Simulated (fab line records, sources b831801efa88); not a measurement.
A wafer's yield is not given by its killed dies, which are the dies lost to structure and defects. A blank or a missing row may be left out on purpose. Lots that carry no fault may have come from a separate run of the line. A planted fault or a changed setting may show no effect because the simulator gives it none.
fab line records / flow sky130
record: lots: 5 wafers: 14 last_day: 50
route steps=708 shown METAL2@506 VIA2@507
lots with no fault: from the same line, run without faults
start_h: start of the lot's first displayed wafer, in hours after the record's first day / wait_h: how many hours have passed since the lot's step before this one / " repeats the value in the row above / L1.1+2: a row that stands for several wafers / - either no value or no given start / * or withheld: withheld / < > ~ a bound
route shown NAME@n: a module of which the file shows steps, and the number in the route of the first / usual: mean/standard deviation of fault-free wafers / same: alike in all rows / chamber/n: place in a boat / sites: each site's reading / _std_site: standard deviation of those values / _edge_site: mean of outer sites minus mean of inner sites / radius_mm: for every site, how far away it sits from the centre of the wafer / mask NAME#n: copy n / behind: the tool/chamber that last shaped the wafer / hold: why the lot went on hold/how many hours it stayed there/how the hold came to an end / device: transistor that didn't switch, given as n, p or np / end of line: the same wafers' tests at the end of the route / step lacking rows: just its recipe / killed: the dies lost at the first sort to structure and to defects; this is not the yield of the wafer / map: dies across one wafer; x = killed, . = not, _ = none there
set.NAME: setting as actually run; set.NAME@STEP: the setting as run at that earlier step / model.NAME: the simulator's own value behind a step, which no gauge read
lots seen at some steps along the route; tables by step, rows by wafer
services: from which hour (start_h, from the record's first day; less than 0 if before it) a tool's chamber was out of use, for how many hours, and why
== steps ==
step: SKY_METAL2_CLEAN_23
recipe: chemistry: O3/DIW dry: n2_spin
step: SKY_VIA2_HDPCVD_00
recipe: material: SiO2 target_thk_nm: 1180 sigma_open_frac: 0.3 time_s: 196.7 temp_c: 400 sih4_flow_sccm: 60 pressure_mtorr: 6
step: SKY_VIA2_THK_MEAS_01
recipe: reads: SiO2_of_VIA2_HDPCVD_00
usual: VIA2_HDPCVD_THK: 1181/11
lot.wafer=L592.2 tool=film_metro-01 chamber=- start_h=832.63 wait_h=0.1 VIA2_HDPCVD_THK[nm]=1165
lot.wafer=L592.3 tool=film_metro-01 chamber=- start_h=832.63 wait_h=0.1 VIA2_HDPCVD_THK[nm]=1149
lot.wafer=L592.4 tool=film_metro-01 chamber=- start_h=832.63 wait_h=0.1 VIA2_HDPCVD_THK[nm]=1162
lot.wafer=L594.1 tool=film_metro-02 chamber=- start_h=849.14 wait_h=0.1 VIA2_HDPCVD_THK[nm]=1177
lot.wafer=L594.3 tool=film_metro-02 chamber=- start_h=849.14 wait_h=0.1 VIA2_HDPCVD_THK[nm]=1183
lot.wafer=L594.6 tool=film_metro-02 chamber=- start_h=849.14 wait_h=0.1 VIA2_HDPCVD_THK[nm]=1187
lot.wafer=L598.1 tool=film_metro-02 chamber=- start_h=888.19 wait_h=0.1 VIA2_HDPCVD_THK[nm]=1167
lot.wafer=L598.2 tool=film_metro-02 chamber=- start_h=888.19 wait_h=0.1 VIA2_HDPCVD_THK[nm]=1173
lot.wafer=L598.5 tool=film_metro-02 chamber=- start_h=888.19 wait_h=0.1 VIA2_HDPCVD_THK[nm]=1176
lot.wafer=L609.1 tool=film_metro-02 chamber=- start_h=958.16 wait_h=0.1 VIA2_HDPCVD_THK[nm]=1196
lot.wafer=L609.6 tool=film_metro-02 chamber=- start_h=958.16 wait_h=0.1 VIA2_HDPCVD_THK[nm]=1196
lot.wafer=L613.2 tool=film_metro-01 chamber=- start_h=985.39 wait_h=0.1 VIA2_HDPCVD_THK[nm]=1175
lot.wafer=L613.3 tool=film_metro-01 chamber=- start_h=985.39 wait_h=0.1 VIA2_HDPCVD_THK[nm]=1185
lot.wafer=L613.5 tool=film_metro-01 chamber=- start_h=985.39 wait_h=0.1 VIA2_HDPCVD_THK[nm]=1180
step: SKY_VIA2_CMP_02
recipe: material: SiO2 down_force_psi: 4 platen_rpm: 60 pad_velocity_m_s: 0.94248
usual: motor_current_A: 12.5/0.96 platen_rpm: 60.00/0.043
lot.wafer=L592.2 tool=cmp-02 chamber=0 start_h=832.73 wait_h=0.1 motor_current_A=10.9 platen_rpm=59.93
lot.wafer=L592.4 tool=cmp-02 chamber=1 start_h=832.73 wait_h=0.1 motor_current_A=11.7 platen_rpm=60.02
lot.wafer=L592.3 tool=cmp-02 chamber=2 start_h=832.73 wait_h=0.1 motor_current_A=13.4 platen_rpm=60.02
lot.wafer=L594.3 tool=cmp-02 chamber=1 start_h=849.20 wait_h=0.0 motor_current_A=11.6 platen_rpm=59.98
lot.wafer=L594.1 tool=cmp-02 chamber=3 start_h=849.20 wait_h=0.0 motor_current_A=13.0 platen_rpm=60.00
lot.wafer=L594.6 tool=cmp-02 chamber=2 start_h=849.20 wait_h=0.0 motor_current_A=13.5 platen_rpm=60.03
lot.wafer=L598.1 tool=cmp-01 chamber=3 start_h=888.30 wait_h=0.1 motor_current_A=12.6 platen_rpm=60.07
lot.wafer=L598.2 tool=cmp-01 chamber=1 start_h=888.30 wait_h=0.1 motor_current_A=13.2 platen_rpm=60.01
lot.wafer=L598.5 tool=cmp-01 chamber=2 start_h=888.30 wait_h=0.1 motor_current_A=11.8 platen_rpm=59.94
lot.wafer=L609.1 tool=cmp-01 chamber=0 start_h=958.37 wait_h=0.2 motor_current_A=13.0 platen_rpm=59.98
lot.wafer=L609.6 tool=cmp-01 chamber=2 start_h=958.37 wait_h=0.2 motor_current_A=11.3 platen_rpm=60.01
lot.wafer=L613.3 tool=cmp-02 chamber=1 start_h=985.44 wait_h=0.0 motor_current_A=11.6 platen_rpm=59.95
lot.wafer=L613.2 tool=cmp-02 chamber=2 start_h=985.44 wait_h=0.0 motor_current_A=13.9 platen_rpm=60.00
lot.wafer=L613.5 tool=cmp-02 chamber=2 start_h=985.44 wait_h=0.0 motor_current_A=14.9 platen_rpm=60.00
step: SKY_VIA2_BOW_MEAS_03
recipe: mode: bow
usual: VIA2_BOW: 86/7.1
lot.wafer=L592.2 tool=film_metro-02 chamber=- start_h=833.00 wait_h=0.2 VIA2_BOW[um]=94
lot.wafer=L592.3 tool=film_metro-02 chamber=- start_h=833.00 wait_h=0.2 VIA2_BOW[um]=90
lot.wafer=L592.4 tool=film_metro-02 chamber=- start_h=833.00 wait_h=0.2 VIA2_BOW[um]=87
lot.wafer=L594.1 tool=film_metro-02 chamber=- start_h=849.50 wait_h=0.1 VIA2_BOW[um]=99
lot.wafer=L594.3 tool=film_metro-02 chamber=- start_h=849.50 wait_h=0.1 VIA2_BOW[um]=77
lot.wafer=L594.6 tool=film_metro-02 chamber=- start_h=849.50 wait_h=0.1 VIA2_BOW[um]=85
lot.wafer=L598.1 tool=film_metro-01 chamber=- start_h=888.55 wait_h=0.2 VIA2_BOW[um]=85
lot.wafer=L598.2 tool=film_metro-01 chamber=- start_h=888.55 wait_h=0.2 VIA2_BOW[um]=87
lot.wafer=L598.5 tool=film_metro-01 chamber=- start_h=888.55 wait_h=0.2 VIA2_BOW[um]=84
lot.wafer=L609.1 tool=film_metro-02 chamber=- start_h=958.52 wait_h=0.1 VIA2_BOW[um]=83
lot.wafer=L609.6 tool=film_metro-02 chamber=- start_h=958.52 wait_h=0.1 VIA2_BOW[um]=85
lot.wafer=L613.2 tool=film_metro-04 chamber=- start_h=985.76 wait_h=0.2 VIA2_BOW[um]=84
lot.wafer=L613.3 tool=film_metro-04 chamber=- start_h=985.76 wait_h=0.2 VIA2_BOW[um]=83
lot.wafer=L613.5 tool=film_metro-04 chamber=- start_h=985.76 wait_h=0.2 VIA2_BOW[um]=75
step: SKY_VIA2_DEHYDRATE_04
recipe: temp_c: 200 time_s: 60
step: SKY_VIA2_HMDS_05
recipe: prime_time_s: 60 prime_temp_c: 120
step: SKY_VIA2_COAT_06
recipe: resist: BARC temp_c: withheld time_s: withheld spin_rpm: 3000 resist_thk_nm: 60
step: SKY_VIA2_COAT_07
recipe: resist: KrF-thick spin_rpm: 3000 resist_thk_nm: 450
step: SKY_VIA2_SOFTBAKE_08
recipe: temp_c: 100 time_s: 90 resist: KrF-thick
step: SKY_VIA2_EXPOSE_09
recipe: mask_id: VIM2 na: 0.8 source_shape: annular sigma_inner: 0.55 sigma_outer: 0.85 target_cd_nm: 200 dose_mj: 38
step: SKY_VIA2_PEB_10
recipe: peb_temp_c: withheld peb_time_s: withheld resist: KrF-thick
step: SKY_VIA2_DEVELOP_11
recipe: develop_time_s: 60 resist: KrF-thick dev_temp_c: 21
lot.wafer=L592.2+3+4 tool=litho_track-02 chamber=0 start_h=859 wait_h=-
lot.wafer=L594.1+3+6 tool=litho_track-03 chamber=0 start_h=875 wait_h=-
lot.wafer=L598.1+2+5 tool=litho_track-01 chamber=0 start_h=913 wait_h=-
lot.wafer=L609.1+6 tool=litho_track-01 chamber=0 start_h=982 wait_h=-
lot.wafer=L613.2+3+5 tool=litho_track-03 chamber=0 start_h=1008 wait_h=-
step: SKY_VIA2_CD_MEAS_12
recipe: target_cd_nm: 200
usual: cd_nm: 200.3/1.4
lot.wafer=L592.2 tool=cd_sem-01 chamber=- start_h=859.34 wait_h=- cd_nm=201.0
lot.wafer=L592.3 tool=cd_sem-01 chamber=- start_h=859.34 wait_h=- cd_nm=200.3
lot.wafer=L592.4 tool=cd_sem-01 chamber=- start_h=859.34 wait_h=- cd_nm=200.3
lot.wafer=L594.1 tool=cd_sem-01 chamber=- start_h=875.83 wait_h=- cd_nm=199.0
lot.wafer=L594.3 tool=cd_sem-01 chamber=- start_h=875.83 wait_h=- cd_nm=199.2
lot.wafer=L594.6 tool=cd_sem-01 chamber=- start_h=875.83 wait_h=- cd_nm=200.4
lot.wafer=L598.1 tool=cd_sem-02 chamber=- start_h=913.77 wait_h=- cd_nm=199.8
lot.wafer=L598.2 tool=cd_sem-02 chamber=- start_h=913.77 wait_h=- cd_nm=198.9
lot.wafer=L598.5 tool=cd_sem-02 chamber=- start_h=913.77 wait_h=- cd_nm=201.2
lot.wafer=L609.1 tool=cd_sem-02 chamber=- start_h=982.67 wait_h=- cd_nm=196.5
lot.wafer=L609.6 tool=cd_sem-02 chamber=- start_h=982.67 wait_h=- cd_nm=200.4
lot.wafer=L613.2 tool=cd_sem-02 chamber=- start_h=1008.95 wait_h=- cd_nm=201.7
lot.wafer=L613.3 tool=cd_sem-02 chamber=- start_h=1008.95 wait_h=- cd_nm=201.4
lot.wafer=L613.5 tool=cd_sem-02 chamber=- start_h=1008.95 wait_h=- cd_nm=200.4
step: SKY_VIA2_OVL_MEAS_13
usual: VIA2_OVL: 3/5.5
lot.wafer=L592.2 tool=overlay-02 chamber=- start_h=859.44 wait_h=0.1 VIA2_OVL[nm]=-2
lot.wafer=L592.3 tool=overlay-02 chamber=- start_h=859.44 wait_h=0.1 VIA2_OVL[nm]=-2
lot.wafer=L592.4 tool=overlay-02 chamber=- start_h=859.44 wait_h=0.1 VIA2_OVL[nm]=0
lot.wafer=L594.1 tool=overlay-02 chamber=- start_h=875.95 wait_h=0.1 VIA2_OVL[nm]=-2
lot.wafer=L594.3 tool=overlay-02 chamber=- start_h=875.95 wait_h=0.1 VIA2_OVL[nm]=3
lot.wafer=L594.6 tool=overlay-02 chamber=- start_h=875.95 wait_h=0.1 VIA2_OVL[nm]=8
lot.wafer=L598.1 tool=overlay-02 chamber=- start_h=913.89 wait_h=0.1 VIA2_OVL[nm]=4
lot.wafer=L598.2 tool=overlay-02 chamber=- start_h=913.89 wait_h=0.1 VIA2_OVL[nm]=3
lot.wafer=L598.5 tool=overlay-02 chamber=- start_h=913.89 wait_h=0.1 VIA2_OVL[nm]=6
lot.wafer=L609.1 tool=overlay-01 chamber=- start_h=982.79 wait_h=0.1 VIA2_OVL[nm]=10
lot.wafer=L609.6 tool=overlay-01 chamber=- start_h=982.79 wait_h=0.1 VIA2_OVL[nm]=15
lot.wafer=L613.2 tool=overlay-01 chamber=- start_h=1009.06 wait_h=0.1 VIA2_OVL[nm]=-1
lot.wafer=L613.3 tool=overlay-01 chamber=- start_h=1009.06 wait_h=0.1 VIA2_OVL[nm]=-8
lot.wafer=L613.5 tool=overlay-01 chamber=- start_h=1009.06 wait_h=0.1 VIA2_OVL[nm]=-4
step: SKY_VIA2_ETCH_14
recipe: chemistry: N2/H2 target: BARC ion_energy_ev: 200 source_w: 500 bias_w: 100 pressure_mtorr: 30 n2_flow_sccm: 100 h2_flow_sccm: 200 stop_on: SiO2 time_s: 45.9 target_depth_a: 600
usual: drypump_motor_current_A: 5.9/0.52 oes_product_au: 0.854/0.0044 throttle_valve_pct: 13.225/0.01
lot.wafer=L592.2 tool=rie_diel-01 chamber=2 start_h=859.47 wait_h=0.0 drypump_motor_current_A=6.2 oes_product_au=0.857 rf_hours_counter_h=7 throttle_valve_pct=13.229 model.VIA2.cd_nm=201.3
lot.wafer=L592.3 tool=rie_diel-01 chamber=3 start_h=859.47 wait_h=0.0 drypump_motor_current_A=6.4 oes_product_au=0.853 rf_hours_counter_h=5 throttle_valve_pct=13.232 model.VIA2.cd_nm=200.3
lot.wafer=L592.4 tool=rie_diel-01 chamber=2 start_h=859.47 wait_h=0.0 drypump_motor_current_A=6.2 oes_product_au=0.856 rf_hours_counter_h=- throttle_valve_pct=13.229 model.VIA2.cd_nm=200
lot.wafer=L594.1 tool=rie_diel-01 chamber=2 start_h=875.99 wait_h=0.0 drypump_motor_current_A=6.2 oes_product_au=0.849 rf_hours_counter_h=7 throttle_valve_pct=13.225 model.VIA2.cd_nm=198.6
lot.wafer=L594.3 tool=rie_diel-01 chamber=0 start_h=875.99 wait_h=0.0 drypump_motor_current_A=6.3 oes_product_au=0.849 rf_hours_counter_h=0 throttle_valve_pct=13.219 model.VIA2.cd_nm=198.9
lot.wafer=L594.6 tool=rie_diel-01 chamber=2 start_h=875.99 wait_h=0.0 drypump_motor_current_A=6.2 oes_product_au=0.855 rf_hours_counter_h=- throttle_valve_pct=13.223 model.VIA2.cd_nm=199.6
lot.wafer=L598.1 tool=rie_diel-01 chamber=1 start_h=913.93 wait_h=0.0 drypump_motor_current_A=5.4 oes_product_au=0.857 rf_hours_counter_h=13 throttle_valve_pct=13.229 model.VIA2.cd_nm=200.6
lot.wafer=L598.2 tool=rie_diel-01 chamber=0 start_h=913.93 wait_h=0.0 drypump_motor_current_A=6.2 oes_product_au=0.848 rf_hours_counter_h=1 throttle_valve_pct=13.241 model.VIA2.cd_nm=198.9
lot.wafer=L598.5 tool=rie_diel-01 chamber=0 start_h=913.93 wait_h=0.0 drypump_motor_current_A=6.2 oes_product_au=0.849 rf_hours_counter_h=- throttle_valve_pct=13.246 model.VIA2.cd_nm=201.5
lot.wafer=L609.1 tool=rie_diel-01 chamber=3 start_h=982.83 wait_h=0.0 drypump_motor_current_A=6.4 oes_product_au=0.854 rf_hours_counter_h=8 throttle_valve_pct=13.244 model.VIA2.cd_nm=196.2
lot.wafer=L609.6 tool=rie_diel-01 chamber=1 start_h=982.83 wait_h=0.0 drypump_motor_current_A=5.4 oes_product_au=0.858 rf_hours_counter_h=- throttle_valve_pct=13.234 model.VIA2.cd_nm=200.6
lot.wafer=L613.2 tool=rie_diel-03 chamber=1 start_h=1009.09 wait_h=0.0 drypump_motor_current_A=5.7 oes_product_au=0.854 rf_hours_counter_h=19 throttle_valve_pct=13.215 model.VIA2.cd_nm=202.1
lot.wafer=L613.3 tool=rie_diel-03 chamber=3 start_h=1009.09 wait_h=0.0 drypump_motor_current_A=5.9 oes_product_au=0.852 rf_hours_counter_h=8 throttle_valve_pct=13.227 model.VIA2.cd_nm=201.1
lot.wafer=L613.5 tool=rie_diel-03 chamber=3 start_h=1009.09 wait_h=0.0 drypump_motor_current_A=5.9 oes_product_au=0.848 rf_hours_counter_h=- throttle_valve_pct=13.231 model.VIA2.cd_nm=200.8
step: SKY_VIA2_ETCH_15
recipe: target: SiO2 chemistry: C4F8/O2/Ar target_depth_nm: 546 stop_on: TiN mask_material: KrF-thick source_w: 1500 bias_w: 1200 pressure_mtorr: 40 c4f8_flow_sccm: withheld O2_flow_sccm: 6 Ar_flow_sccm: 300 time_s: 84
usual: oes_product_au: 0.939/0.0049
lot.wafer=L592.2 tool=rie_diel-01 chamber=2 start_h=859.51 wait_h=0.0 oes_product_au=0.938 rf_hours_counter_h=7 model.VIA2.cd_nm=201.7
lot.wafer=L592.3 tool=rie_diel-01 chamber=3 start_h=859.51 wait_h=0.0 oes_product_au=0.934 rf_hours_counter_h=6 model.VIA2.cd_nm=200.9
lot.wafer=L592.4 tool=rie_diel-01 chamber=2 start_h=859.51 wait_h=0.0 oes_product_au=0.944 rf_hours_counter_h=- model.VIA2.cd_nm=200.3
lot.wafer=L594.1 tool=rie_diel-01 chamber=2 start_h=876.03 wait_h=0.0 oes_product_au=0.939 rf_hours_counter_h=7 model.VIA2.cd_nm=200.5
lot.wafer=L594.3 tool=rie_diel-01 chamber=0 start_h=876.03 wait_h=0.0 oes_product_au=0.938 rf_hours_counter_h=0 model.VIA2.cd_nm=200.1
lot.wafer=L594.6 tool=rie_diel-01 chamber=2 start_h=876.03 wait_h=0.0 oes_product_au=0.935 rf_hours_counter_h=- model.VIA2.cd_nm=200.4
lot.wafer=L598.1 tool=rie_diel-01 chamber=1 start_h=913.97 wait_h=0.0 oes_product_au=0.939 rf_hours_counter_h=13 model.VIA2.cd_nm=202
lot.wafer=L598.2 tool=rie_diel-01 chamber=0 start_h=913.97 wait_h=0.0 oes_product_au=0.933 rf_hours_counter_h=1 model.VIA2.cd_nm=197.9
lot.wafer=L598.5 tool=rie_diel-01 chamber=0 start_h=913.97 wait_h=0.0 oes_product_au=0.939 rf_hours_counter_h=- model.VIA2.cd_nm=200.8
lot.wafer=L609.1 tool=rie_diel-01 chamber=3 start_h=982.87 wait_h=0.0 oes_product_au=0.933 rf_hours_counter_h=8 model.VIA2.cd_nm=197.8
lot.wafer=L609.6 tool=rie_diel-01 chamber=1 start_h=982.87 wait_h=0.0 oes_product_au=0.940 rf_hours_counter_h=- model.VIA2.cd_nm=202.8
lot.wafer=L613.2 tool=rie_diel-03 chamber=1 start_h=1009.13 wait_h=0.0 oes_product_au=0.938 rf_hours_counter_h=19 model.VIA2.cd_nm=202
lot.wafer=L613.3 tool=rie_diel-03 chamber=3 start_h=1009.13 wait_h=0.0 oes_product_au=0.942 rf_hours_counter_h=8 model.VIA2.cd_nm=200.8
lot.wafer=L613.5 tool=rie_diel-03 chamber=3 start_h=1009.13 wait_h=0.0 oes_product_au=0.943 rf_hours_counter_h=- model.VIA2.cd_nm=198.6
step: SKY_VIA2_STRIP_16
recipe: chemistry: O2/N2 power_w: 1400 pressure_mtorr: 1500 platen_temp_c: withheld o2_flow_sccm: 3000 n2_flow_sccm: 300 overash_fraction: 0.5
usual: drypump_motor_current_A: 6.0/0.49 oes_product_au: 0.398/0.0049 strip_time_to_endpoint_s: 4.051/0.024
lot.wafer=L592.2 tool=plasma_asher-01 chamber=1 start_h=859.58 wait_h=0.0 drypump_motor_current_A=6.0 oes_product_au=0.402 rf_hours_counter_h=43 strip_time_to_endpoint_s=4.067
lot.wafer=L592.3 tool=plasma_asher-01 chamber=0 start_h=859.58 wait_h=0.0 drypump_motor_current_A=6.6 oes_product_au=0.400 rf_hours_counter_h=- strip_time_to_endpoint_s=4.068
lot.wafer=L592.4 tool=plasma_asher-01 chamber=1 start_h=859.58 wait_h=0.0 drypump_motor_current_A=6.0 oes_product_au=0.389 rf_hours_counter_h=- strip_time_to_endpoint_s=4.054
lot.wafer=L594.1 tool=plasma_asher-02 chamber=0 start_h=876.09 wait_h=0.0 drypump_motor_current_A=5.6 oes_product_au=0.392 rf_hours_counter_h=13 strip_time_to_endpoint_s=4.060
lot.wafer=L594.3 tool=plasma_asher-02 chamber=0 start_h=876.09 wait_h=0.0 drypump_motor_current_A=5.6 oes_product_au=0.402 rf_hours_counter_h=- strip_time_to_endpoint_s=4.089
lot.wafer=L594.6 tool=plasma_asher-02 chamber=1 start_h=876.09 wait_h=0.0 drypump_motor_current_A=5.4 oes_product_au=0.408 rf_hours_counter_h=- strip_time_to_endpoint_s=4.074
lot.wafer=L598.1 tool=plasma_asher-03 chamber=1 start_h=914.03 wait_h=0.0 drypump_motor_current_A=5.9 oes_product_au=0.385 rf_hours_counter_h=75 strip_time_to_endpoint_s=4.024
lot.wafer=L598.2 tool=plasma_asher-03 chamber=0 start_h=914.03 wait_h=0.0 drypump_motor_current_A=6.7 oes_product_au=0.396 rf_hours_counter_h=75 strip_time_to_endpoint_s=4.036
lot.wafer=L598.5 tool=plasma_asher-03 chamber=0 start_h=914.03 wait_h=0.0 drypump_motor_current_A=6.7 oes_product_au=0.394 rf_hours_counter_h=- strip_time_to_endpoint_s=4.040
lot.wafer=L609.1 tool=plasma_asher-03 chamber=0 start_h=982.93 wait_h=0.0 drypump_motor_current_A=6.7 oes_product_au=0.400 rf_hours_counter_h=82 strip_time_to_endpoint_s=4.050
lot.wafer=L609.6 tool=plasma_asher-03 chamber=1 start_h=982.93 wait_h=0.0 drypump_motor_current_A=5.9 oes_product_au=0.399 rf_hours_counter_h=- strip_time_to_endpoint_s=4.065
lot.wafer=L613.2 tool=plasma_asher-02 chamber=0 start_h=1009.19 wait_h=0.0 drypump_motor_current_A=5.6 oes_product_au=0.392 rf_hours_counter_h=27 strip_time_to_endpoint_s=4.031
lot.wafer=L613.3 tool=plasma_asher-02 chamber=1 start_h=1009.19 wait_h=0.0 drypump_motor_current_A=5.4 oes_product_au=0.398 rf_hours_counter_h=- strip_time_to_endpoint_s=4.073
lot.wafer=L613.5 tool=plasma_asher-02 chamber=0 start_h=1009.19 wait_h=0.0 drypump_motor_current_A=5.6 oes_product_au=0.403 rf_hours_counter_h=- strip_time_to_endpoint_s=4.057
== services ==
tool=cmp-02 chamber=- start_h=824.61 hours=0.4 kind=repair
tool=cmp-02 chamber=- start_h=826.13 hours=1.7 kind=repair
tool=rie_diel-01 chamber=0 start_h=838.88 hours=2.8 kind=repair
tool=cmp-01 chamber=- start_h=840.58 hours=1.3 kind=repair
tool=cmp-01 chamber=- start_h=840.75 hours=2.0 kind=repair
tool=cmp-02 chamber=- start_h=858.63 hours=2.8 kind=repair
tool=rie_diel-03 chamber=- start_h=867.89 hours=2.8 kind=pm
tool=rie_diel-03 chamber=3 start_h=879.13 hours=7.8 kind=repair
tool=cmp-02 chamber=- start_h=879.40 hours=0.7 kind=repair
tool=rie_diel-03 chamber=2 start_h=881.40 hours=19.5 kind=repair
tool=cmp-02 chamber=- start_h=885.99 hours=1.0 kind=repair
tool=rie_diel-01 chamber=3 start_h=898.44 hours=33.1 kind=repair
tool=cmp-02 chamber=- start_h=912.29 hours=4.0 kind=pm
tool=rie_diel-03 chamber=1 start_h=927.38 hours=10.7 kind=repair
tool=rie_diel-01 chamber=2 start_h=936.08 hours=7.8 kind=repair
tool=cmp-01 chamber=- start_h=938.14 hours=0.5 kind=repair
tool=cmp-02 chamber=- start_h=957.93 hours=1.7 kind=repair
tool=cmp-02 chamber=- start_h=958.45 hours=1.7 kind=repair
tool=rie_diel-01 chamber=2 start_h=966.85 hours=1.8 kind=repair
tool=cmp-01 chamber=- start_h=972.55 hours=0.3 kind=repair
tool=rie_diel-03 chamber=- start_h=979.83 hours=14.6 kind=pm
tool=cmp-02 chamber=- start_h=982.22 hours=1.4 kind=repair
tool=cmp-02 chamber=- start_h=985.74 hours=4.4 kind=pm
tool=rie_diel-03 chamber=1 start_h=1001.26 hours=4.1 kind=repair
== key ==
first_sign none at tools or gauges
model_effect: step: SKY_VIA2_ETCH_14 value: VIA2.cd_nm without: 200.4 struck: 196.2
model_effect: step: SKY_VIA2_ETCH_15 value: VIA2.cd_nm without: 202 struck: 197.8
met_at SKY_VIA2_DEVELOP_11
struck_wafers L609.1
onset_between 913 982
fault: kind: process_parameter_drift tool: litho_track-01 chamber: - onset_h: 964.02 steps: SKY_VIA2_DEVELOP_11 channel: develop_time_s offset: * shape: step end_h: 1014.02 scope: struck_wafers_only acts_in: * stated: *
